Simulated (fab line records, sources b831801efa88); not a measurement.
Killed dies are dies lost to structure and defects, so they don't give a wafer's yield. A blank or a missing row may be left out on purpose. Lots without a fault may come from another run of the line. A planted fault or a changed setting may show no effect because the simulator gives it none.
Problem report in the 8D (eight disciplines) form, filled by code | flow sky130 | the parts of the form that need people (team, actions taken, sign-off) are left out

1. THE PROBLEM
bias_w at SKY_CAPM_METAL_ETCH_13 reads a mean of 54.98 W on 4 wafers of 2 lots; wafers without a fault read 48.52 W with a standard deviation of 0.14. That is +46 standard deviations from the usual mean.
The step: etches TiN in Cl2/BCl3, stops on SiO2, target depth 220 nm, time 62.9 s.
First seen on wafer L372.4, day 43 09:14, on rie_metal-03. The record holds 30 wafers of 10 lots with a number at this step. Rule for "out", or "out of limits": more than 4 standard deviations from the usual mean. The other wafers with a number count as sound.

2. WHAT IT IS AND WHAT IT IS NOT
question                    | is                             | is not
which readings at this step | bias_w                         | drypump_motor_current_A, oes_product_au
which lots                  | L372, L374                     | L351, L357, L361, L362, L364, L369, L371, L373
which wafers of those lots  | L372.4, L372.6, L374.2, L374.6 | L372.1, L374.5
read on which tools         | rie_metal-03                   | rie_metal-01, rie_metal-04
when                        | from day 43 09:14              | up to then (22 sound wafers); but 4 sound wafers of L373, L374 came after

3. SUSPECTS, AND WHAT RULES EACH OUT
Counting: a tool at a process step up to the reading stays a suspect if it ran every lot that is out. Sound lots after the first of them don't rule it out here, since some wafers of a struck lot are sound.
- plasma_asher-02 at SKY_VIA2_STRIP_16 (strips in O2/N2): kept. It ran every lot that is out, first L372 (day 42 08:19); its last sound lot up to then is L371 (day 42 07:38).
- rie_metal-03 at SKY_CAPM_METAL_ETCH_13 (etches TiN in Cl2/BCl3, stops on SiO2, target depth 220 nm, time 62.9 s): kept. It ran every lot that is out, first L372 (day 43 09:14); its last sound lot up to then is L369 (day 43 03:53). Its own readings are out on those wafers: bias_w.
- Within rie_metal-03 at SKY_CAPM_METAL_ETCH_13: the wafers that are out ran in chamber 1; their sound lot-mates ran in chamber 0.
Left after counting: plasma_asher-02 at SKY_VIA2_STRIP_16, rie_metal-03 at SKY_CAPM_METAL_ETCH_13.

4. THE CAUSE (what the simulator had put in)
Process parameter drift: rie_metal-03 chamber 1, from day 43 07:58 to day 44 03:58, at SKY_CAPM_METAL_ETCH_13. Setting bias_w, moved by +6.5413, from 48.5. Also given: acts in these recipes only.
Counting left 2 suspects, and this tool is among them.

5. THE CHAIN OF EFFECTS, in route order
Each row: a reading whose mean over the struck wafers that have a number lies more than 3 standard deviations from the usual. Only readings for which the record gives a usual standard deviation are gone through. hours: the time from each lot's start at the first step in this table that gives one to its start at this step, as a median over the lots. sigmas: the change in usual standard deviations.
hours | step                   | reading                  | usual      | on struck wafers | change | sigmas
0     | SKY_CAPM_METAL_ETCH_13 | bias_w                   | 48.52 W    | 54.98            | +6.46  | +46
0     | SKY_CAPM_STRIP_14      | strip_time_to_endpoint_s | 12.65 s    | 12.48            | -0.17  | -4.3
24    | SKY_METAL3_ETCH_17     | oes_product_au           | 0.755 a.u. | 0.726            | -0.029 | -4.6
The process steps in it:
- SKY_CAPM_METAL_ETCH_13: etches TiN in Cl2/BCl3, stops on SiO2, target depth 220 nm, time 62.9 s.
- SKY_CAPM_STRIP_14: strips in O2/N2.
- SKY_METAL3_ETCH_17: etches SiO2 in C4F8/O2/Ar, stops on TiN, time 3.9 s, target depth 15 nm.

6. WHAT WOULD HAVE CAUGHT IT SOONER
In this record the first reading out of limits was taken at day 43 09:14, 1 hour after the fault began at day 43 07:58.
